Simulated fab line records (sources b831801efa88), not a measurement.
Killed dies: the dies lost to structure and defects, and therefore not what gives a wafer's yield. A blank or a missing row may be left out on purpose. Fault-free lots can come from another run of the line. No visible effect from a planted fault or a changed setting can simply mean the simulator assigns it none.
A lot that was struck, set against a sound lot | flow gf180mcu | 17 steps out of a route of 602
Sound: these wafers, L789.1, L789.2, L789.4. Struck: wafers L790.1, L790.3, L790.5. At the end, the cause is stated.
Each step with rows lists, per side, the tool, then ch with its chambers, then its first start. Under that, the readings that differ: sound wafers | struck wafers | difference of the means | sigmas: that difference in standard deviations of wafers without a fault.
alike: a reading whose means differ by less than 2 such deviations, as well as words and numbers matching on both sides. not compared: withheld readings; readings where some wafer has no value; bounds like >300 that might hide an equal value; numbers whose values overlap and for which the record gives no deviation.
Wherever a step has rows on one side only, a row that says differs or no value, or a row with sigmas, the two part there. When numbers do not overlap yet have no deviation, they are printed without sigmas and do not part them. A reading that every wafer of one side lacks parts them only if that side has two wafers or more.

first, 3 steps without rows for these wafers: GF_V3_EXPOSE_11 (exposes mask Via3, target cd 260 nm); GF_V3_PEB_12 (peb time 90 s); GF_V3_DEVELOP_13 (develop time 60 s).
GF_V3_CD_MEAS_14: the cd target is 260 nm.
  sound on cdSem-02 at day 24 12:00; struck on cdSem-02 at day 24 16:12
  alike: cdNm
GF_V3_OVL_MEAS_15:
  sound on overlay-02 at day 24 12:07; struck on overlay-02 at day 24 16:19
  alike: V3_OVL
GF_V3_ETCH_16: etches BARC in N2/H2.
  sound on rieDiel-01 ch 0,3, day 24 12:09; struck on rieDiel-03 ch 0,1,3, day 24 16:21
  alike: drypumpMotorCurrentA, oesProductAu, throttleValvePct
GF_V3_ETCH_17: etches SiO2 in C4F8/O2/Ar, stops on TiN, target depth 635 nm.
  sound: rieDiel-01 ch 0,3; struck: rieDiel-03 ch 0,1,3
  alike: oesProductAu
GF_V3_STRIP_18: strips in O2/N2.
  sound on plasmaAsher-03 ch 0,1, day 24 12:17; struck on plasmaAsher-03 ch 0,1, day 24 16:29
  alike: drypumpMotorCurrentA, heaterPowerW, oesProductAu
  not compared: rfHoursCounterH
then, 3 steps without rows for these wafers: GF_V3_STRIP_19 (strips in post etch residue remover, time 1200 s); GF_V3_CLEAN_20 (cleans in DIW); GF_V3_SPUTTER_21 (material Ti, target thk 15 nm, time 80.02 s).
GF_V3_SPUTTER_22: material TiN, target thk 10 nm, time 40 s.
  sound on pvdSputter-02 at day 24 12:55; struck on pvdSputter-04 at day 24 17:04
  alike: cathodeDcPowerW, throttleValvePct
GF_V3_CVD_23: deposits W, target thk 350 nm, time 104.9 s.
  sound on cvdW-02 ch 0,1, day 24 12:57; struck on cvdW-01 ch 0, day 24 17:07
reading                         | sound                | struck               | difference | sigmas
susceptorTempC (C)              | 399.97 399.99 399.84 | 409.15 409.44 409.11 | +9.30      | +44
model.W_of_V3_CVD_23.thkNm (nm) | 346.8 345.7 344.7    | 411.6 409.9 409.1    | +64.5      | 
  alike: heaterPowerOuterW, heaterPowerW
GF_V3_RS_MEAS_24: measurement is done with a four-point probe.
  sound on filmMetro-04 at day 24 13:04; struck on filmMetro-01 at day 24 17:14
reading          | sound             | struck            | difference | sigmas
V3_W_RS (ohm/sq) | 0.330 0.332 0.333 | 0.278 0.279 0.280 | -0.053     | -13
GF_V3_THK_MEAS_25: measures by xrf.
  sound on filmMetro-04 at day 24 13:11; struck on filmMetro-01 at day 24 17:21
reading       | sound       | struck      | difference | sigmas
V3_W_THK (nm) | 344 340 340 | 400 401 398 | +58        | +11
GF_V3_CMP_26: polishes, stops on SiO2, t overpolish 15 s, target thk 0 nm.
  sound on cmp-02 ch 0,2,3, day 24 13:15; struck on cmp-02 ch 0,3, day 24 17:28
reading             | sound    | struck     | difference | sigmas
timeToEndpointS (s) | 80 89 90 | 104 95 104 | +15        | +3
  alike: motorCurrentA, slurryFilterDpKPa, slurryFlowMlMin
GF_M4_SPUTTER_00: material Ti, target thk 37.5 nm, time 150 s.
  sound on pvdSputter-01 at day 24 13:33; struck on pvdSputter-02 at day 24 17:43
  alike: cathodeDcPowerW, throttleValvePct

## WHERE THEY PART
At GF_V3_CVD_23 first; at GF_V3_CMP_26 last (within this record only). Later steps at which nothing parts them and some readings are alike: GF_M4_SPUTTER_00.

WHY: what had been put in by the simulator
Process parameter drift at GF_V3_CVD_23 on cvdW-01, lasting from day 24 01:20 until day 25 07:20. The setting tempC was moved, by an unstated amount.
